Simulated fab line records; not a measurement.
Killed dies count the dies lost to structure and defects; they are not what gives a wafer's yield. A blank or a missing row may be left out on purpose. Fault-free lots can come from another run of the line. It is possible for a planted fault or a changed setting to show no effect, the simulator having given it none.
Chamber matching :: flow sky130 :: 4 sister chambers for SKY_CONTACT_ETCH_18 on rie-diel-04
The step etches Si3N4 in CHF3/O2, stops on TiN, time 39 s, target depth 75 nm. 4 wafers are shown with their chamber, then 7 later ones without.

== WAFERS WITH THEIR CHAMBER ==
wafer: L756.2
chamber: 3
rf-fwd-power-W (W): 595.5

wafer: L756.3
chamber: 0
rf-fwd-power-W (W): 594.8

wafer: L758.2
chamber: 1
rf-fwd-power-W (W): 593.0

wafer: L758.3
chamber: 2
rf-fwd-power-W (W): 591.7

== WAFERS WHOSE CHAMBER IS MISSING ==
wafer: L758.6
rf-fwd-power-W (W): 594.0

wafer: L759.1
rf-fwd-power-W (W): 592.7

wafer: L759.3
rf-fwd-power-W (W): 588.3

wafer: L759.4
rf-fwd-power-W (W): 590.8

wafer: L761.1
rf-fwd-power-W (W): 590.0

wafer: L761.4
rf-fwd-power-W (W): 590.6

wafer: L761.6
rf-fwd-power-W (W): 592.0

== WHICH CHAMBER EACH WENT THROUGH ==
wafer: L758.6
from the rows above: can't be placed: 0 or 1 or 3 or 2
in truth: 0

wafer: L759.1
from the rows above: can't be placed: 1 or 2 or 0 or 3
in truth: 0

wafer: L759.3
from the rows above: can't be placed: 2 or 1 or 0
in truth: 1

wafer: L759.4
from the rows above: can't be placed: 2 or 1 or 0
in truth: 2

wafer: L761.1
from the rows above: can't be placed: 2 or 1 or 0
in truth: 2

wafer: L761.4
from the rows above: can't be placed: 2 or 1 or 0
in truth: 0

wafer: L761.6
from the rows above: can't be placed: 2 or 1 or 0
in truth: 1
Placed correctly: 0 of 7. These rows do not allow placing 7 (true chamber among the candidates in 7). Wrongly placed: 0.
How it was worked out, from the rows above alone: a wafer's distance from a chamber is the root of the sum, over the readings, of the square of ((its reading less the chamber's mean) divided by the reading's scatter). If the next closest chamber is less than 2 further off than the closest, the wafer can't be placed; otherwise it belongs to the closest. The mean given for a chamber averages the wafers shown for that chamber. The scatter (one wafer shown for each chamber): square how far every hidden wafer sits from the nearest shown wafer, average those squares and take the square root.
